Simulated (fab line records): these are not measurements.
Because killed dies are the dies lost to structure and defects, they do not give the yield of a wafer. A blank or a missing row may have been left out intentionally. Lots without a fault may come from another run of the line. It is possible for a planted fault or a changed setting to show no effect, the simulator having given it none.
A struck lot beside a sound one    flow sky130    20 steps out of a route of 708
Sound: these wafers, L117.1, L117.3, L117.6. Wafers struck: L120.4, L120.5. The cause is given at the end.
Per side, at each step with rows, come the tool, then ch with its chambers, and then its first start. Under that, the readings that differ: sound wafers    struck wafers    difference of the means    sigmas: that difference in standard deviations of wafers without a fault.
alike: same words and numbers on both sides, and readings whose means sit less than 2 such deviations apart. not compared: any withheld reading, any reading some wafer has no value for, any bound like >300 that may hide the same value, and any number with overlapping values for which the record gives no deviation.
A row with sigmas, a row that says differs or no value, or rows on one side alone: a step with any of these is where the two part. When numbers do not overlap yet have no deviation, they are printed without sigmas and do not part them. Lack of a reading on every wafer of one side parts them only where that side has two or more wafers.

SKY_FIELD_ISO_BOW_MEAS_00:
  struck on film-metro-04, day 4 08:04; sound on film-metro-02, day 3 17:00
  alike: INCOMING_BOW
then, 1 step without rows for these wafers: SKY_FIELD_ISO_OXIDATION_01 (stabilise 600 s, purge 300 s, target thk 12 nm).
SKY_FIELD_ISO_THK_MEAS_02:
  struck on film-metro-02, day 4 10:26; sound on film-metro-02, day 3 23:26
  alike: FIELD_ISO_OXIDATION_00_THK
then, 1 step without rows for these wafers: SKY_FIELD_ISO_CVD_03 (deposits Si3N4 from DCS/NH3, target thk 165 nm, time 2830 s).
SKY_FIELD_ISO_THK_MEAS_04:
  struck on film-metro-01, day 4 13:52; sound on film-metro-04, day 4 03:49
  alike: FIELD_ISO_CVD_03_THK
then, 5 steps without rows for these wafers: SKY_FIELD_ISO_DEHYDRATE_05 (time 60 s); SKY_FIELD_ISO_HMDS_06 (prime time 60 s); SKY_FIELD_ISO_COAT_07 (resist thk 60 nm); SKY_FIELD_ISO_COAT_08 (resist thk 450 nm); SKY_FIELD_ISO_SOFTBAKE_09 (time 90 s).
SKY_FIELD_ISO_EXPOSE_10: exposes mask FOM, target cd 150 nm.
  sound on krf-scanner-02 ch 0, day 4 11:40; struck on krf-scanner-02 ch 0, day 4 22:56
  alike: mask
then, 2 steps without rows for these wafers: SKY_FIELD_ISO_PEB_11; SKY_FIELD_ISO_DEVELOP_12 (develop time 60 s).
SKY_FIELD_ISO_CD_MEAS_13: the cd target is 150 nm.
  struck on cd-sem-01, day 5 07:54; sound on cd-sem-02, day 4 19:46
reading     sound              struck     difference  sigmas
cd-nm (nm)  148.8 149.3 149.9  58.0 59.7  -90.5       -60
  not compared: hold
SKY_FIELD_ISO_ETCH_14: etches BARC in N2/H2, stops on SiO2, time 45.9 s, target depth 60 nm.
  sound on rie-diel-02 ch 1,3, day 4 19:53; struck on rie-diel-04 ch 0,1, day 5 09:55
reading                     sound            struck                                             difference                    sigmas
hold                        - - -            await-dispo/2.0h/release await-dispo/2.0h/release  no value on the sound wafers  
model.FIELD_ISO.cd-nm (nm)  148.2 149.6 149  58.64 59.92                                        -89.65                        
  alike: drypump-motor-current-A, oes-product-au, throttle-valve-pct
  not compared: rf-hours-counter-h
SKY_FIELD_ISO_ETCH_15: etches the open film in CHF3/O2, stops on Si, target depth 180 nm, time 72 s.
  sound on rie-diel-02 ch 1,3, day 4 19:55; struck on rie-diel-04 ch 0,1, day 5 09:58
  alike: O2_flow_sccm, drypump-motor-current-A, oes-product-au, throttle-valve-pct
  not compared: rf-hours-counter-h
SKY_FIELD_ISO_STRIP_16: strips in O2/N2.
  sound on plasma-asher-01 ch 0,1, day 4 19:59; struck on plasma-asher-02 ch 0,1, day 5 10:03
  alike: drypump-motor-current-A, oes-product-au, strip-time-to-endpoint-s
  not compared: rf-hours-counter-h
SKY_FIELD_ISO_ETCH_17: etches Si in HBr/Cl2/O2, target depth 342 nm, time 97.7 s.
  sound on rie-si-01 ch 1,2, day 4 20:05; struck on rie-si-01 ch 2,3, day 5 10:09
reading                     sound              struck      difference  sigmas
model.FIELD_ISO.cd-nm (nm)  148.8 150.1 148.7  58.5 60.97  -89.5       
  alike: O2_flow_sccm, drypump-motor-current-A, oes-product-au, throttle-valve-pct
  not compared: rf-hours-counter-h
then, 1 step without rows for these wafers: SKY_FIELD_ISO_WET_ETCH_18 (etches Si3N4 in H3PO4, target depth 25 nm, time 286 s).
-- record jumps: 44 days separate the struck wafers' starts on either side; left off in module FIELD_ISO, taken up again in module PAD_OPEN, whose first shown step is the route's number 708 --
SKY_PAD_OPEN_PROBE_99:
  struck on prober-02, day 49 10:43; sound on prober-01, day 48 21:05
reading              sound     struck                                             difference                    sigmas
hold                 - - -     await-dispo/4.5h/release await-dispo/4.5h/release  no value on the sound wafers  
killed-at-front-end  18 13 10  398 407                                            +389                          +83
killed-dies          91 84 80  492 492                                            +407                          +42
killed-on-rim        14 14 20  96 96                                              +80                           +21
killed-open          42 39 47  60 56                                              +15                           +2
  alike: killed_at_M0_to_M3, killed_at_M4_up, killed-at-contacts, killed-at-other, killed-short

## WHERE THEY PART
At SKY_FIELD_ISO_CD_MEAS_13 first; at SKY_PAD_OPEN_PROBE_99 last (within this record only).

WHY: whatever the simulator had introduced
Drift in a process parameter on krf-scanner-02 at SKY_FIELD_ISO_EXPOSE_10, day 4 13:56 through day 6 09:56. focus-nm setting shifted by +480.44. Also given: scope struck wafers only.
